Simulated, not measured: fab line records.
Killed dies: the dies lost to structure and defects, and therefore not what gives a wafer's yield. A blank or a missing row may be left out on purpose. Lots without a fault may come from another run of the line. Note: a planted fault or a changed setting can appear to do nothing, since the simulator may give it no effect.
A lot that was struck, set against a sound lot + flow sky130 + 42 out of 708 route steps
Sound: wafers L596.3, L596.4, L596.6. Struck: wafer L604.5 (left out: L604.6, a lot-mate that was not struck); the cause follows at the end.
At each step with rows: each side's tool, then ch and its chambers, then its first start. Under that, the readings that differ: sound wafers + struck wafers + difference of the means + sigmas: that difference in standard deviations of wafers without a fault.
alike: readings whose means differ by less than 2 such deviations, and words and numbers that are the same on both sides. not compared: withheld readings, readings that some wafer has no value for, bounds like >300 that may hide the same value, and numbers for which the record gives no deviation and whose values overlap.
Wherever a step has rows on one side only, a row that says differs or no value, or a row with sigmas, the two part there. Numbers that don't overlap but have no deviation are shown without sigmas and don't part them. Lack of a reading on every wafer of one side parts them only where that side has two or more wafers.

first, 4 steps without rows for these wafers: SKY_PWDE_SOFTBAKE_03; SKY_PWDE_EXPOSE_04 (exposes mask PWDEM, target cd 840 nm); SKY_PWDE_PEB_05; SKY_PWDE_DEVELOP_06 (develop time 60 s).
SKY_PWDE_OVL_MEAS_07:
  sound: overlay-01 at day 3 22:17; struck: overlay-02 at day 5 14:32
  alike: PWDE_OVL
after that, 1 step had no rows for these wafers: SKY_PWDE_IMPLANT_08.
SKY_PWDE_STRIP_09: strips in O2/N2.
  sound on plasma asher-04 ch 0,1, day 3 22:29; struck on plasma asher-04 ch 1, day 5 14:46
  alike: drypump motor current A, oes product au, strip time to endpoint s
  not compared: rf hours counter h
SKY_PWDE_TW_MEAS_10:
  sound: film metro-03 at day 3 22:34; struck: film metro-03 at day 5 14:50
| reading | sound             | struck | difference | sigmas |
|---------|-------------------|--------|------------|--------|
| PWDE_TW | 374.8 373.6 376.3 | 370.9  | -4.0       | -2     |
then, 4 steps without rows for these wafers: SKY_NWELL_DEHYDRATE_03 (time 60 s); SKY_NWELL_HMDS_04 (prime time 60 s); SKY_NWELL_COAT_05 (resist thk 3000 nm); SKY_NWELL_SOFTBAKE_06.
SKY_NWELL_EXPOSE_07: exposes mask NWM, target cd 840 nm.
  sound on iline stepper-02 ch 0, day 4 07:33; struck on iline stepper-02 ch 0, day 5 23:57
  alike: mask
then, 2 steps without rows for these wafers: SKY_NWELL_PEB_08; SKY_NWELL_DEVELOP_09 (develop time 60 s).
SKY_NWELL_OVL_MEAS_10:
  sound: overlay-02 at day 4 16:32; struck: overlay-01 at day 6 08:48
  alike: NWELL_00_OVL
then, 3 steps without rows for these wafers: SKY_NWELL_IMPLANT_11; SKY_NWELL_IMPLANT_12; SKY_NWELL_IMPLANT_13.
SKY_NWELL_STRIP_14: strips in O2/N2.
  sound on plasma asher-02 ch 0,1, day 4 17:02; struck on plasma asher-04 ch 1, day 6 09:19
  alike: drypump motor current A, oes product au, strip time to endpoint s
  not compared: rf hours counter h
SKY_NWELL_TW_MEAS_15:
  sound: film metro-03 at day 4 17:08; struck: film metro-03 at day 6 09:24
  alike: NWELL_TW
then, 7 steps without rows for these wafers: SKY_NWELL_DEHYDRATE_16 (time 60 s); SKY_NWELL_HMDS_17 (prime time 60 s); SKY_NWELL_COAT_18 (resist thk 3000 nm); SKY_NWELL_SOFTBAKE_19; SKY_NWELL_EXPOSE_20 (exposes mask NWM COMPLEMENT, target cd 840 nm); SKY_NWELL_PEB_21; SKY_NWELL_DEVELOP_22 (develop time 60 s).
SKY_NWELL_OVL_MEAS_23:
  sound: overlay-01 at day 5 09:32; struck: overlay-01 at day 7 03:38
  alike: NWELL_01_OVL
after that, 1 step had no rows for these wafers: SKY_NWELL_IMPLANT_24.
SKY_NWELL_STRIP_25: strips in O2/N2.
  sound on plasma asher-04 ch 0,1, day 5 09:44; struck on plasma asher-01 ch 0, day 7 03:52
| reading                      | sound             | struck | difference | sigmas |
|------------------------------|-------------------|--------|------------|--------|
| drypump motor current A (A)  | 6.2 5.8 6.2       | 5.1    | -1.0       | -2     |
| strip time to endpoint s (s) | 37.21 37.00 36.97 | 36.79  | -0.27      | -2     |
  alike: oes product au
  not compared: rf hours counter h
SKY_NWELL_TW_MEAS_26:
  sound: film metro-02 at day 5 09:50; struck: film metro-02 at day 7 03:56
| reading    | sound             | struck | difference | sigmas |
|------------|-------------------|--------|------------|--------|
| NWELL_2_TW | 496.3 496.4 494.0 | 490.2  | -5.4       | -2     |
then, 1 step without rows for these wafers: SKY_NWELL_CLEAN_27 (cleans in SC1/SC2, time 150 s).
SKY_NWELL_RTA_28: time 30 s.
  sound on rtp anneal-02 ch 0, day 5 09:57; struck on rtp anneal-01 ch 0, day 7 04:04
  alike: lamp power pct, wafer_temp_C_max
SKY_NWELL_RS_MEAS_29: uses a four-point probe to measure.
  sound: film metro-01 at day 5 10:04; struck: film metro-01 at day 7 04:11
  alike: NWELL_RS
SKY_NWELL_RS_MEAS_31: uses a four-point probe to measure.
  sound: film metro-01 at day 5 10:18; struck: film metro-01 at day 7 04:25
  alike: PWDE_RS
then, 5 steps without rows for these wafers: SKY_VT_ADJUST_HVTP_DEHYDRATE_00 (time 60 s); SKY_VT_ADJUST_HVTP_HMDS_01 (prime time 60 s); SKY_VT_ADJUST_HVTP_COAT_02 (resist thk 1140 nm); SKY_VT_ADJUST_HVTP_SOFTBAKE_03 (time 60 s); SKY_VT_ADJUST_HVTP_EXPOSE_04 (exposes mask HVTPM, target cd 380 nm).
-- here the record skips 41 days between the struck wafers' starts before and after, leaving off in module VT_ADJUST_HVTP and picking up in module PAD_OPEN (first step shown: number 708 of the route) --
SKY_PAD_OPEN_PROBE_99:
  sound: prober-01 at day 45 19:29; struck: prober-01 at day 47 19:35
| reading | sound | struck                   | difference                   | sigmas |
|---------|-------|--------------------------|------------------------------|--------|
| hold    | - - - | await dispo/1.8h/release | no value on the sound wafers |        |
  alike: killed_at_M0_to_M3, killed_at_M4_up, killed at contacts, killed at front end, killed at other, killed dies, killed open, killed short

WHERE THEY PART
Last at SKY_PAD_OPEN_PROBE_99 as far as this record goes, first at SKY_PWDE_TW_MEAS_10.

WHY: the cause the simulator had injected
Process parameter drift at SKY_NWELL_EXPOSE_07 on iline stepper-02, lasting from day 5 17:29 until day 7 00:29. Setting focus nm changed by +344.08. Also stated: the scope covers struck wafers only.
